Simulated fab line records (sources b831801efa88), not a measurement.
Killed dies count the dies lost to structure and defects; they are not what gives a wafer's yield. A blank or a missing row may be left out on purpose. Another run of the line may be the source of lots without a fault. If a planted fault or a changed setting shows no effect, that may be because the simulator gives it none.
fab line records	flow gf180mcu
record: lots: 24	wafers: 72	last-day: 34
route steps=602 shown SAB@274 CONTACT@292 M1@331 V1@339 M2@377
lots that met no fault: taken from a fault-free run of the same line
start-h: start of the lot's first displayed wafer, in hours after the record's first day	wait-h: hours elapsed since this lot's preceding step	" the same as in the row above	L1.1+2: several wafers, shown together as one row	- value missing, or start not given	* or withheld: withheld	< > ~ a bound
route shown NAME@n: names a module that has steps shown in the file, with the first one's number in the route	usual: mean/standard deviation of fault-free wafers	same: alike in all rows	chamber/n: place in a boat	sites: the reading at each site	_std_site: standard deviation of those values	_edge_site: inner sites' mean taken away from outer sites' mean	radius-mm: for every site, how far away it sits from the centre of the wafer	mask NAME#n: copy n	behind: the most recent tool/chamber to have shaped the wafer	hold: reason for holding the lot/hours on hold/outcome of the hold	device: the transistor (n, p or np) that didn't switch	end of line: at the end of the route, the tests of the same wafers	where a step has no rows: the recipe by itself	killed: not the wafer's yield, but the dies lost to structure and defects at the first sort	map: a wafer's dies, marking killed ones x, the rest . and places with no die _
set.NAME: the run value of the setting; set.NAME@STEP: its run value at that earlier step	model.NAME: the simulator's own value behind a step, which no gauge read
a sample of lots followed through the steps of the route, with each step as a table and each wafer as a row
services: from which hour (start-h, from the record's first day; less than 0 if before it) a tool's chamber was out of use, for how many hours, and why
== steps ==
step: GF_SAB_OVL_MEAS_10
usual: SAB_OVL: -0.1/1.3
lot.wafer	tool	chamber	start-h	wait-h	SAB_OVL[nm]
L074.1	overlay-01	-	320.33	0.1	-0.9
L074.2	"	-	"	"	-0.3
L074.3	"	-	"	"	-0.4
L075.1	overlay-01	-	325.86	0.1	-0.5
L075.2	"	-	"	"	-0.3
L075.3	"	-	"	"	0.1
L076.2	overlay-02	-	344.06	0.1	-1.3
L076.4	"	-	"	"	1.4
L076.5	"	-	"	"	1.9
L077.2	overlay-02	-	345.30	0.1	1.4
L077.5	"	-	"	"	-1.2
L077.6	"	-	"	"	2.2
L078.2	overlay-02	-	351.91	0.1	-0.4
L078.3	"	-	"	"	1.0
L078.6	"	-	"	"	-1.1
L079.2	overlay-02	-	359.66	0.1	0.1
L079.5	"	-	"	"	0.7
L079.6	"	-	"	"	0.6
L080.2	overlay-02	-	424.50	0.1	-0.9
L080.3	"	-	"	"	-3.3
L080.5	"	-	"	"	-0.2
L081.1	overlay-02	-	428.97	0.1	-0.2
L081.3	"	-	"	"	0.6
L081.5	"	-	"	"	-0.9
L082.3	overlay-02	-	431.65	0.1	-0.6
L082.4	"	-	"	"	-1.1
L082.5	"	-	"	"	1.3
L084.2	overlay-01	-	431.82	0.1	-0.5
L084.3	"	-	"	"	0.0
L084.4	"	-	"	"	1.4
L083.1	overlay-02	-	436.02	0.1	0.5
L083.2	"	-	"	"	-0.3
L083.5	"	-	"	"	1.3
L085.1	overlay-01	-	438.04	0.1	-2.4
L085.2	"	-	"	"	-0.9
L085.6	"	-	"	"	-0.9
L086.2	overlay-01	-	439.00	0.1	1.0
L086.4	"	-	"	"	-0.2
L086.6	"	-	"	"	-0.3
L087.1	overlay-01	-	453.62	0.1	2.2
L087.2	"	-	"	"	0.4
L087.5	"	-	"	"	1.5
L088.1	overlay-01	-	475.62	0.1	0.2
L088.4	"	-	"	"	-0.1
L088.6	"	-	"	"	0.5
L089.2	overlay-01	-	477.46	0.1	0.0
L089.3	"	-	"	"	1.3
L089.4	"	-	"	"	0.5
L090.1	overlay-02	-	484.09	0.1	-0.2
L090.3	"	-	"	"	-0.8
L090.4	"	-	"	"	-0.3
L091.2	overlay-01	-	496.37	0.1	1.7
L091.5	"	-	"	"	2.4
L091.6	"	-	"	"	2.6
L092.1	overlay-01	-	507.74	0.1	-0.1
L092.2	"	-	"	"	-1.2
L092.5	"	-	"	"	0.4
L094.1	overlay-02	-	524.64	0.1	-1.4
L094.3	"	-	"	"	-1.9
L094.5	"	-	"	"	-0.7
L093.2	overlay-01	-	525.77	0.1	-1.8
L093.5	"	-	"	"	-2.8
L093.6	"	-	"	"	-3.5
L095.2	overlay-02	-	533.57	0.1	0.5
L095.3	"	-	"	"	1.7
L095.4	"	-	"	"	0.5
L097.2	overlay-02	-	546.61	0.1	-0.9
L097.4	"	-	"	"	0.9
L097.6	"	-	"	"	0.3
L096.2	overlay-02	-	547.15	0.1	3.0
L096.5	"	-	"	"	1.4
L096.6	"	-	"	"	1.6
step: GF_CONTACT_BOW_MEAS_05
recipe: mode: bow
usual: CONTACT_BOW: 66/7.3
lot.wafer	tool	chamber	start-h	wait-h	CONTACT_BOW[um]
L074.1	film-metro-04	-	321.79	0.1	73
L074.2	"	-	"	"	63
L074.3	"	-	"	"	72
L075.1	film-metro-03	-	327.32	0.2	75
L075.2	"	-	"	"	54
L075.3	"	-	"	"	76
L076.2	film-metro-03	-	345.52	0.1	60
L076.4	"	-	"	"	61
L076.5	"	-	"	"	67
L077.2	film-metro-02	-	346.80	0.2	53
L077.5	"	-	"	"	77
L077.6	"	-	"	"	68
L078.2	film-metro-03	-	353.41	0.3	65
L078.3	"	-	"	"	69
L078.6	"	-	"	"	73
L079.2	film-metro-04	-	361.13	0.1	54
L079.5	"	-	"	"	69
L079.6	"	-	"	"	71
L080.2	film-metro-03	-	425.99	0.1	69
L080.3	"	-	"	"	67
L080.5	"	-	"	"	61
L081.1	film-metro-04	-	430.41	0.1	61
L081.3	"	-	"	"	73
L081.5	"	-	"	"	75
L082.3	film-metro-03	-	433.14	0.2	65
L082.4	"	-	"	"	72
L082.5	"	-	"	"	68
L084.2	film-metro-02	-	433.29	0.3	51
L084.3	"	-	"	"	68
L084.4	"	-	"	"	65
L083.1	film-metro-03	-	437.48	0.2	71
L083.2	"	-	"	"	67
L083.5	"	-	"	"	66
L085.1	film-metro-03	-	439.56	0.2	65
L085.2	"	-	"	"	57
L085.6	"	-	"	"	70
L086.2	film-metro-04	-	440.47	0.1	63
L086.4	"	-	"	"	57
L086.6	"	-	"	"	66
L087.1	film-metro-04	-	455.07	0.1	67
L087.2	"	-	"	"	72
L087.5	"	-	"	"	69
L088.1	film-metro-03	-	477.09	0.1	65
L088.4	"	-	"	"	60
L088.6	"	-	"	"	60
L089.2	film-metro-02	-	478.91	0.2	58
L089.3	"	-	"	"	65
L089.4	"	-	"	"	68
L090.1	film-metro-03	-	485.56	0.1	75
L090.3	"	-	"	"	82
L090.4	"	-	"	"	79
L091.2	film-metro-02	-	497.84	0.2	65
L091.5	"	-	"	"	63
L091.6	"	-	"	"	63
L092.1	film-metro-04	-	509.18	0.2	71
L092.2	"	-	"	"	58
L092.5	"	-	"	"	76
L094.1	film-metro-03	-	526.21	0.2	61
L094.3	"	-	"	"	63
L094.5	"	-	"	"	65
L093.2	film-metro-04	-	527.31	0.2	68
L093.5	"	-	"	"	67
L093.6	"	-	"	"	54
L095.2	film-metro-04	-	535.09	0.1	74
L095.3	"	-	"	"	67
L095.4	"	-	"	"	74
L097.2	film-metro-03	-	548.06	0.2	61
L097.4	"	-	"	"	56
L097.6	"	-	"	"	66
L096.2	film-metro-04	-	548.59	0.3	74
L096.5	"	-	"	"	75
L096.6	"	-	"	"	58
step: GF_M1_METAL_ETCH_16
recipe: chemistry: Cl2/BCl3	mask-material: KrF	target-depth-nm: 627.5	stop-on: SiO2	pressure-mtorr: 8	icp-w: 800	bias-w: 140	Cl2_flow_sccm: 80	bcl3-flow-sccm: 40	time-s: 104.6
usual: chamber-pressure-mTorr: 7.999/0.0075	drypump-motor-current-A: 5.8/0.6	oes-product-au: 0.972/0.007	throttle-valve-pct: 28.250/0.01
lot.wafer	tool	chamber	start-h	wait-h	chamber-pressure-mTorr	drypump-motor-current-A	oes-product-au	rf-hours-counter-h	throttle-valve-pct
L074.1	rie-metal-02	1	365.99	0.0	7.987	6.4	0.977	7	28.253
L074.2	"	0	"	"	8.002	6.4	0.978	10	28.246
L074.3	"	1	"	"	7.996	6.4	0.986	-	28.254
L075.1	rie-metal-04	1	370.98	0.0	8.008	5.2	0.971	9	28.235
L075.2	"	1	"	"	7.996	5.3	0.977	-	28.249
L075.3	"	1	"	"	7.992	5.3	0.982	-	28.247
L076.2	rie-metal-02	0	391.31	0.0	7.993	6.4	0.982	10	28.251
L076.4	"	1	"	"	8.008	6.3	0.959	-	28.247
L076.5	"	1	"	"	8.007	6.3	0.984	-	28.233
L077.2	rie-metal-02	0	393.58	0.0	8.003	6.4	0.974	11	28.249
L077.5	"	0	"	"	7.989	6.4	0.967	-	28.236
L077.6	"	1	"	"	8.004	6.3	0.980	-	28.241
L078.2	rie-metal-01	1	399.64	0.1	8.000	4.9	0.968	-	28.237
L078.3	"	1	"	"	8.008	5.0	0.973	-	28.262
L078.6	"	1	"	"	8.004	5.0	0.971	-	28.251
L079.2	rie-metal-01	1	409.13	0.1	8.012	5.0	0.972	-	28.257
L079.5	"	1	"	"	8.012	5.0	0.983	-	28.242
L079.6	"	1	"	"	7.998	5.0	0.979	-	28.261
L080.2	rie-metal-04	0	477.35	0.0	7.997	5.5	0.965	9	28.265
L080.3	"	1	"	"	7.996	5.3	0.953	-	28.266
L080.5	"	1	"	"	8.001	5.3	0.962	-	28.265
L081.1	rie-metal-02	0	480.68	0.0	7.991	6.4	0.984	13	28.248
L081.3	"	1	"	"	7.990	6.4	0.979	-	28.235
L081.5	"	0	"	"	8.006	6.4	0.986	-	28.248
L082.3	rie-metal-04	0	482.99	0.1	7.994	5.5	0.973	-	28.255
L082.4	"	1	"	"	7.990	5.3	0.974	-	28.270
L082.5	"	1	"	"	7.992	5.2	0.965	-	28.257
L084.2	rie-metal-01	1	484.04	0.0	7.999	5.0	0.967	9	28.240
L084.3	"	1	"	"	8.003	5.0	0.972	-	28.244
L084.4	"	0	"	"	8.002	6.3	0.964	-	28.263
L083.1	rie-metal-04	0	486.68	0.0	8.007	5.5	0.978	9	28.237
L083.2	"	0	"	"	8.004	5.5	0.972	-	28.255
L083.5	"	0	"	"	8.004	5.5	0.980	-	28.232
L085.1	rie-metal-01	1	489.64	0.0	7.980	5.0	0.971	9	28.251
L085.2	"	0	"	"	8.008	6.3	0.965	2	28.267
L085.6	"	0	"	"	7.990	6.3	0.966	-	28.259
L086.2	rie-metal-02	0	490.93	0.1	8.007	6.4	0.971	-	28.253
L086.4	"	0	"	"	7.994	6.4	0.973	-	28.242
L086.6	"	0	"	"	7.994	6.4	0.973	-	28.244
L087.1	rie-metal-02	1	504.50	0.0	8.005	6.4	0.969	10	28.245
L087.2	"	1	"	"	7.993	6.4	0.973	-	28.268
L087.5	"	1	"	"	8.004	6.3	0.973	-	28.246
L088.1	rie-metal-04	1	526.53	0.0	7.997	5.3	0.975	0	28.234
L088.4	"	0	"	"	8.013	5.5	0.970	-	28.268
L088.6	"	1	"	"	8.005	5.3	0.964	-	28.260
L089.2	rie-metal-02	1	528.21	0.1	8.005	6.4	0.969	-	28.265
L089.3	"	1	"	"	8.006	6.4	0.963	-	28.259
L089.4	"	1	"	"	8.001	6.4	0.961	-	28.246
L090.1	rie-metal-01	1	533.84	0.0	8.011	5.0	0.983	10	28.263
L090.3	"	1	"	"	8.007	5.0	0.980	-	28.252
L090.4	"	0	"	"	8.008	6.2	0.963	-	28.258
L091.2	rie-metal-01	0	545.69	0.0	8.004	6.3	0.964	3	28.247
L091.5	"	0	"	"	7.999	6.2	0.973	-	28.237
L091.6	"	1	"	"	7.991	5.0	0.967	-	28.260
L092.1	rie-metal-02	0	555.93	0.0	7.996	6.4	0.976	1	28.269
L092.2	"	1	"	"	7.988	6.4	0.966	0	28.240
L092.5	"	1	"	"	8.002	6.4	0.970	-	28.262
L094.1	rie-metal-04	1	571.80	0.0	8.005	5.3	0.983	1	28.244
L094.3	"	1	"	"	7.989	5.3	0.978	-	28.263
L094.5	"	1	"	"	7.999	5.3	0.984	-	28.245
L093.2	rie-metal-02	1	572.72	0.0	8.000	6.3	0.978	0	28.254
L093.5	"	0	"	"	7.992	6.4	0.971	-	28.249
L093.6	"	1	"	"	7.997	6.3	0.977	-	28.240
L095.2	rie-metal-01	0	580.55	0.0	7.990	6.3	0.969	4	28.246
L095.3	"	0	"	"	8.003	6.2	0.973	-	28.255
L095.4	"	1	"	"	8.002	5.0	0.977	-	28.241
L097.2	rie-metal-04	1	591.73	0.1	8.012	5.3	0.975	-	28.255
L097.4	"	1	"	"	8.007	5.3	0.977	-	28.254
L097.6	"	1	"	"	7.996	5.3	0.981	-	28.248
L096.2	rie-metal-01	0	592.52	0.0	7.999	6.2	0.980	4	28.240
L096.5	"	1	"	"	8.009	5.0	0.980	-	28.249
L096.6	"	0	"	"	8.001	6.2	0.969	-	28.252
step: GF_V1_CMP_04
recipe: material: SiO2	down-force-psi: 4	platen-rpm: 60	pad-velocity-m-s: 0.94248
usual: motor-current-A: 12.0/1.1	platen-rpm: 60.00/0.043	time-to-endpoint-s: 78/5.3
lot.wafer	tool	chamber	start-h	wait-h	motor-current-A	platen-rpm	time-to-endpoint-s
L074.1	cmp-02	1	366.98	0.1	12.6	59.99	76
L074.3	"	2	"	"	11.0	59.99	69
L074.2	"	3	"	"	11.2	60.00	74
L075.1	cmp-01	2	372.01	0.1	10.2	59.95	71
L075.3	"	0	"	"	12.1	60.01	82
L075.2	"	1	"	"	12.4	59.99	78
L076.4	cmp-01	3	392.22	0.0	10.8	59.96	87
L076.2	"	0	"	"	13.3	59.99	87
L076.5	"	0	"	"	13.0	59.96	97
L077.2	cmp-01	0	394.63	0.2	13.0	60.01	85
L077.6	"	1	"	"	12.1	60.04	78
L077.5	"	2	"	"	10.7	59.99	84
L078.2	cmp-01	1	400.75	0.2	12.0	60.02	75
L078.3	"	2	"	"	10.5	60.02	81
L078.6	"	0	"	"	12.7	60.01	87
L079.2	cmp-01	3	410.24	0.1	11.2	59.96	74
L079.6	"	1	"	"	12.6	59.91	75
L079.5	"	2	"	"	10.5	59.93	75
L080.2	cmp-02	2	478.26	0.0	11.5	60.03	71
L080.3	"	1	"	"	12.6	60.03	78
L080.5	"	2	"	"	11.4	60.02	78
L081.3	cmp-01	3	481.63	0.0	10.8	60.06	73
L081.1	"	1	"	"	12.1	60.01	75
L081.5	"	0	"	"	13.7	60.02	91
L082.4	cmp-01	1	483.86	0.0	12.2	59.99	77
L082.3	"	2	"	"	10.1	60.03	69
L082.5	"	2	"	"	10.3	60.03	78
L084.3	cmp-02	1	485.01	0.0	12.9	60.08	73
L084.2	"	2	"	"	12.0	59.99	75
L084.4	"	0	"	"	13.3	60.00	83
L083.2	cmp-02	3	487.84	0.1	12.1	59.95	79
L083.1	"	0	"	"	13.6	60.04	75
L083.5	"	1	"	"	11.9	60.05	81
L085.1	cmp-02	0	490.66	0.1	13.9	60.01	70
L085.2	"	2	"	"	12.4	60.08	75
L085.6	"	0	"	"	14.2	60.06	85
L086.2	cmp-01	0	491.94	0.0	12.9	59.97	77
L086.4	"	1	"	"	12.5	59.95	77
L086.6	"	1	"	"	11.5	59.99	75
L087.1	cmp-02	1	505.57	0.1	12.2	60.01	82
L087.2	"	3	"	"	12.6	60.08	77
L087.5	"	1	"	"	12.5	59.99	86
L088.1	cmp-01	2	527.57	0.1	10.7	60.02	71
L088.4	"	3	"	"	11.0	60.01	84
L088.6	"	2	"	"	11.5	59.99	78
L089.4	cmp-01	1	529.59	0.1	11.8	60.01	81
L089.2	"	2	"	"	10.6	59.97	77
L089.3	"	3	"	"	11.1	59.99	77
L090.1	cmp-01	2	534.81	0.1	10.1	60.03	70
L090.4	"	3	"	"	10.6	59.90	81
L090.3	"	0	"	"	12.0	60.00	74
L091.2	cmp-02	1	546.70	0.1	12.4	60.02	86
L091.5	"	3	"	"	11.7	59.94	84
L091.6	"	0	"	"	13.1	59.98	79
L092.1	cmp-01	0	556.91	0.1	12.9	60.03	81
L092.2	"	1	"	"	11.2	59.93	75
L092.5	"	3	"	"	11.2	59.98	82
L094.1	cmp-01	2	572.93	0.1	10.0	59.98	68
L094.3	"	3	"	"	10.5	60.02	72
L094.5	"	1	"	"	11.5	59.95	77
L093.2	cmp-01	3	573.81	0.2	10.8	60.05	74
L093.5	"	0	"	"	12.9	60.01	83
L093.6	"	1	"	"	11.7	60.03	80
L095.2	cmp-02	1	581.51	0.1	12.0	59.98	79
L095.3	"	2	"	"	11.7	60.00	69
L095.4	"	3	"	"	11.7	60.00	84
L097.2	cmp-02	2	592.73	0.1	11.8	59.94	68
L097.4	"	0	"	"	13.9	59.89	74
L097.6	"	2	"	"	11.1	59.96	71
L096.2	cmp-02	3	593.53	0.1	12.0	60.03	75
L096.6	"	1	"	"	13.0	59.98	75
L096.5	"	2	"	"	11.5	59.96	82
step: GF_V1_SPUTTER_21
recipe: material: Ti	target-thk-nm: 15	chamber-pressure-pa: 5	power-w: 2500	substrate-temp-c: 200	time-s: 80.02
usual: cathode-dc-power-W: 2500.0/0.46	throttle-valve-pct: 30.2/0.73
lot.wafer	tool	chamber	start-h	wait-h	cathode-dc-power-W	throttle-valve-pct
L074.1	pvd-sputter-04	-	390.60	0.0	2500.9	29.6
L074.2	"	-	"	"	2500.3	31.1
L074.3	"	-	"	"	2500.3	30.5
L075.1	pvd-sputter-04	-	395.86	0.0	2500.3	29.2
L075.2	"	-	"	"	2500.4	30.3
L075.3	"	-	"	"	2500.3	31.2
L076.2	pvd-sputter-03	-	417.80	0.0	2501.0	29.1
L076.4	"	-	"	"	2501.1	30.6
L076.5	"	-	"	"	2499.7	29.1
L077.2	pvd-sputter-03	-	419.48	0.0	2501.0	30.1
L077.5	"	-	"	"	2500.7	30.6
L077.6	"	-	"	"	2499.8	29.3
L078.2	pvd-sputter-03	-	425.35	0.0	2500.3	30.8
L078.3	"	-	"	"	2500.7	30.4
L078.6	"	-	"	"	2499.5	28.9
L079.2	pvd-sputter-04	-	435.98	0.0	2500.0	31.2
L079.5	"	-	"	"	2499.8	30.5
L079.6	"	-	"	"	2500.3	31.3
L080.2	pvd-sputter-02	-	503.20	0.0	2499.6	29.5
L080.3	"	-	"	"	2499.9	29.4
L080.5	"	-	"	"	2500.8	29.3
L081.1	pvd-sputter-02	-	507.14	0.0	2499.8	29.2
L081.3	"	-	"	"	2501.0	29.5
L081.5	"	-	"	"	2499.3	29.4
L082.3	pvd-sputter-04	-	509.54	0.0	2499.8	29.6
L082.4	"	-	"	"	2500.2	31.2
L082.5	"	-	"	"	2500.4	30.5
L084.2	pvd-sputter-03	-	510.54	0.0	2499.1	30.5
L084.3	"	-	"	"	2500.9	31.3
L084.4	"	-	"	"	2500.7	29.1
L083.1	pvd-sputter-03	-	513.25	0.0	2500.6	30.8
L083.2	"	-	"	"	2500.5	31.0
L083.5	"	-	"	"	2499.2	28.9
L085.1	pvd-sputter-04	-	515.53	0.0	2500.1	30.5
L085.2	"	-	"	"	2500.6	29.6
L085.6	"	-	"	"	2501.0	30.3
L086.2	pvd-sputter-02	-	516.92	0.0	2500.1	29.7
L086.4	"	-	"	"	2500.4	29.7
L086.6	"	-	"	"	2500.4	30.3
L087.1	pvd-sputter-04	-	529.90	0.0	2499.9	30.4
L087.2	"	-	"	"	2500.9	30.5
L087.5	"	-	"	"	2500.1	30.8
L088.1	pvd-sputter-02	-	550.10	0.0	2500.2	30.4
L088.4	"	-	"	"	2500.4	29.7
L088.6	"	-	"	"	2499.2	29.2
L089.2	pvd-sputter-03	-	552.90	0.0	2499.6	31.2
L089.3	"	-	"	"	2500.1	30.4
L089.4	"	-	"	"	2500.0	29.1
L090.1	pvd-sputter-03	-	558.18	0.0	2500.1	30.8
L090.3	"	-	"	"	2499.4	28.9
L090.4	"	-	"	"	2500.1	31.2
L091.2	pvd-sputter-04	-	569.72	0.0	2500.2	30.5
L091.5	"	-	"	"	2499.5	30.3
L091.6	"	-	"	"	2500.4	29.5
L092.1	pvd-sputter-04	-	579.68	0.0	2499.9	30.4
L092.2	"	-	"	"	2500.1	30.4
L092.5	"	-	"	"	2499.5	30.2
L094.1	pvd-sputter-04	-	594.40	0.0	2499.7	29.4
L094.3	"	-	"	"	2500.2	30.3
L094.5	"	-	"	"	2499.7	31.0
L093.2	pvd-sputter-04	-	596.09	0.0	2500.3	30.6
L093.5	"	-	"	"	2500.2	30.5
L093.6	"	-	"	"	2500.0	31.4
L095.2	pvd-sputter-04	-	603.54	0.0	2500.2	30.1
L095.3	"	-	"	"	2499.5	30.4
L095.4	"	-	"	"	2499.6	31.0
L097.2	pvd-sputter-03	-	613.97	0.0	2500.4	30.8
L097.4	"	-	"	"	2499.9	30.3
L097.6	"	-	"	"	2500.1	30.2
L096.2	pvd-sputter-04	-	615.09	0.0	2499.4	30.4
L096.5	"	-	"	"	2499.7	30.5
L096.6	"	-	"	"	2500.1	31.3
step: GF_M2_OVL_MEAS_15
usual: M2_OVL: -1/6.3
lot.wafer	tool	chamber	start-h	wait-h	M2_OVL[nm]
L074.1	overlay-02	-	415.34	0.1	-3
L074.2	"	-	"	"	-7
L074.3	"	-	"	"	-2
L075.1	overlay-02	-	420.64	0.1	2
L075.2	"	-	"	"	-4
L075.3	"	-	"	"	6
L076.2	overlay-01	-	443.06	0.1	1
L076.4	"	-	"	"	-2
L076.5	"	-	"	"	-16
L077.2	overlay-02	-	444.16	0.1	-11
L077.5	"	-	"	"	-2
L077.6	"	-	"	"	-6
L078.2	overlay-02	-	451.05	0.1	-3
L078.3	"	-	"	"	-7
L078.6	"	-	"	"	-12
L079.2	overlay-01	-	461.56	0.1	-1
L079.5	"	-	"	"	3
L079.6	"	-	"	"	7
L080.2	overlay-02	-	527.45	0.1	-5
L080.3	"	-	"	"	-11
L080.5	"	-	"	"	-2
L081.1	overlay-01	-	531.10	0.1	-2
L081.3	"	-	"	"	0
L081.5	"	-	"	"	-6
L082.3	overlay-02	-	532.87	0.1	-3
L082.4	"	-	"	"	2
L082.5	"	-	"	"	-4
L084.2	overlay-02	-	534.22	0.1	4
L084.3	"	-	"	"	1
L084.4	"	-	"	"	6
L083.1	overlay-01	-	536.90	0.1	-13
L083.2	"	-	"	"	-14
L083.5	"	-	"	"	-7
L085.1	overlay-02	-	539.17	0.1	7
L085.2	"	-	"	"	-8
L085.6	"	-	"	"	-7
L086.2	overlay-01	-	540.20	0.1	5
L086.4	"	-	"	"	2
L086.6	"	-	"	"	2
L087.1	overlay-01	-	553.10	0.1	-5
L087.2	"	-	"	"	6
L087.5	"	-	"	"	0
L088.1	overlay-01	-	573.00	0.1	-1
L088.4	"	-	"	"	-5
L088.6	"	-	"	"	-1
L089.2	overlay-01	-	575.54	0.1	-11
L089.3	"	-	"	"	4
L089.4	"	-	"	"	-14
L090.1	overlay-01	-	580.25	0.1	0
L090.3	"	-	"	"	4
L090.4	"	-	"	"	11
L091.2	overlay-02	-	591.49	0.1	-4
L091.5	"	-	"	"	4
L091.6	"	-	"	"	10
L092.1	overlay-02	-	601.95	0.1	-5
L092.2	"	-	"	"	-4
L092.5	"	-	"	"	-1
L094.1	overlay-01	-	615.77	0.1	0
L094.3	"	-	"	"	2
L094.5	"	-	"	"	10
L093.2	overlay-02	-	616.66	0.1	2
L093.5	"	-	"	"	-2
L093.6	"	-	"	"	5
L095.2	overlay-01	-	624.28	0.1	-9
L095.3	"	-	"	"	-5
L095.4	"	-	"	"	2
L097.2	overlay-02	-	635.24	0.1	1
L097.4	"	-	"	"	-4
L097.6	"	-	"	"	-2
L096.2	overlay-01	-	636.31	0.1	10
L096.5	"	-	"	"	10
L096.6	"	-	"	"	1
== services ==
tool	chamber	start-h	hours	kind
pvd-sputter-04	-	356.03	1.9	repair
rie-metal-02	0	357.16	7.0	repair
cmp-01	-	364.57	4.3	repair
rie-metal-04	0	368.60	3.0	repair
rie-metal-04	1	384.01	4.7	repair
cmp-02	-	385.04	5.3	pm
cmp-02	-	390.39	23.1	pm
rie-metal-04	-	399.54	4.3	pm
cmp-01	-	403.13	1.2	repair
pvd-sputter-03	-	404.24	4.0	repair
cmp-01	-	404.32	4.0	pm
rie-metal-01	1	449.18	4.0	repair
cmp-01	-	470.13	3.6	repair
cmp-02	-	471.78	1.4	repair
pvd-sputter-03	-	473.45	1.6	repair
rie-metal-02	1	481.51	9.9	repair
rie-metal-01	-	502.46	2.8	pm
cmp-02	-	516.86	0.2	repair
pvd-sputter-03	-	541.32	1.4	repair
cmp-02	-	563.49	1.8	repair
cmp-02	-	572.38	4.0	pm
cmp-01	-	591.55	22.1	repair
cmp-01	-	604.81	1.0	repair
cmp-01	-	613.66	5.0	pm
== key ==
fault none
